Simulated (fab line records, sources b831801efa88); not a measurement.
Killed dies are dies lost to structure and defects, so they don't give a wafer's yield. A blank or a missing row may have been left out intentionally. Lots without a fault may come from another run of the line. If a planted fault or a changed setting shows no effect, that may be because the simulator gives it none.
Tool commonality check ; flow sky130 ; 36 wafers sampled across 12 lots

## THE REASON FOR OPENING IT
SKY_SONOS_TUNNEL_TW_MEAS_12, reading SONOS_TUNNEL_TW: flagged on 2 of 12 lots. No-fault wafers: 196.8, standard deviation 1.8.
Rule: flag the lot when none of its wafers has a number, or when each of its wafers that has one lies beyond 4 standard deviations from that mean. As for the other lots, they are considered sound.

lot;measured;on;SONOS_TUNNEL_TW, wafer by wafer;flag
L402;day 11 10:01;filmMetro-03;195.8 195.9 196.2;
L403;day 11 15:46;filmMetro-04;198.4 198.7 199.1;
L405;day 12 02:02;filmMetro-04;197.3 197.0 197.6;
L410;day 14 02:16;filmMetro-04;198.8 197.7 198.3;
L411;day 14 07:18;filmMetro-02;179.4 178.8 178.2;FLAGGED
L412;day 14 10:17;filmMetro-04;180.5 181.2 181.3;FLAGGED
L420;day 17 07:43;filmMetro-04;198.8 198.9 199.7;
L421;day 17 20:58;filmMetro-02;195.3 196.6 197.4;
L422;day 18 00:43;filmMetro-03;196.3 194.4 195.0;
L423;day 18 10:17;filmMetro-02;196.5 196.7 197.4;
L424;day 18 16:41;filmMetro-02;197.2 196.7 195.6;
L425;day 18 19:05;filmMetro-03;194.3 195.0 194.9;
Average over the flagged lots: 179.9; offset from the usual -16.9, equal to -9 standard deviations.

## TOOL THAT RAN EACH LOT
The record holds 2 process steps before the reading, out of a route of 708 steps. Each cell gives the tool, then ch followed by the chambers the sampled wafers passed through, then the start.
lot;flag;SKY_NWELL_RTA_28;SKY_SONOS_TUNNEL_IMPLANT_09
L402;;rtpAnneal-01 ch 0, day 5 08:38;implanter-01 ch 0, day 11 09:35
L403;;rtpAnneal-01 ch 0, day 5 14:08;implanter-02 ch 0, day 11 15:20
L405;;rtpAnneal-01 ch 0, day 5 20:32;implanter-03 ch 0, day 12 01:39
L410;;rtpAnneal-01 ch 0, day 7 07:45;implanter-02 ch 0, day 14 01:52
L411;FLAGGED;rtpAnneal-02 ch 0, day 7 13:57;implanter-03 ch 0, day 14 06:54
L412;FLAGGED;rtpAnneal-01 ch 0, day 7 16:49;implanter-03 ch 0, day 14 09:41
L420;;rtpAnneal-02 ch 0, day 9 21:24;implanter-01 ch 0, day 17 07:18
L421;;rtpAnneal-01 ch 0, day 10 07:13;implanter-02 ch 0, day 17 20:28
L422;;rtpAnneal-02 ch 0, day 10 12:35;implanter-02 ch 0, day 18 00:17
L423;;rtpAnneal-02 ch 0, day 10 18:23;implanter-03 ch 0, day 18 09:47
L424;;rtpAnneal-01 ch 0, day 10 23:40;implanter-03 ch 0, day 18 16:10
L425;;rtpAnneal-02 ch 0, day 11 02:36;implanter-02 ch 0, day 18 18:38
These steps, and what they do:
- SKY_NWELL_RTA_28: time 30 s.
- SKY_SONOS_TUNNEL_IMPLANT_09
- SKY_SONOS_TUNNEL_TW_MEAS_12

## FLAGGED OVER TOTAL, TOOL BY TOOL (the gauges that took the reading come last)
step;tool;lots run;flagged;share of the flagged lots;sound lots run after its first flagged lot
SKY_NWELL_RTA_28;rtpAnneal-01;7;1;some;2 (L421,L424)
SKY_NWELL_RTA_28;rtpAnneal-02;5;1;some;4 (L420,L422,L423,L425)
SKY_SONOS_TUNNEL_IMPLANT_09;implanter-01;2;0;none;-
SKY_SONOS_TUNNEL_IMPLANT_09;implanter-02;5;0;none;-
SKY_SONOS_TUNNEL_IMPLANT_09;implanter-03;5;2;all;2 (L423,L424)
SKY_SONOS_TUNNEL_TW_MEAS_12;filmMetro-02;4;1;some;3 (L421,L423,L424)
SKY_SONOS_TUNNEL_TW_MEAS_12;filmMetro-03;3;0;none;-
SKY_SONOS_TUNNEL_TW_MEAS_12;filmMetro-04;5;1;some;1 (L420)

## WHAT THE TABLE PERMITS
Rows of the table that ran each flagged lot: 1, that is implanter-03 at SKY_SONOS_TUNNEL_IMPLANT_09.
- implanter-03 at SKY_SONOS_TUNNEL_IMPLANT_09: 2 of its 5 lots flagged. After the first flagged lot (L423, L424), sound lots still ran on it; a lasting fault on the whole tool would not permit that.
There is no row in the table that ran each flagged lot and no sound lot after the first.

## WHAT THE SIMULATOR PUT IN
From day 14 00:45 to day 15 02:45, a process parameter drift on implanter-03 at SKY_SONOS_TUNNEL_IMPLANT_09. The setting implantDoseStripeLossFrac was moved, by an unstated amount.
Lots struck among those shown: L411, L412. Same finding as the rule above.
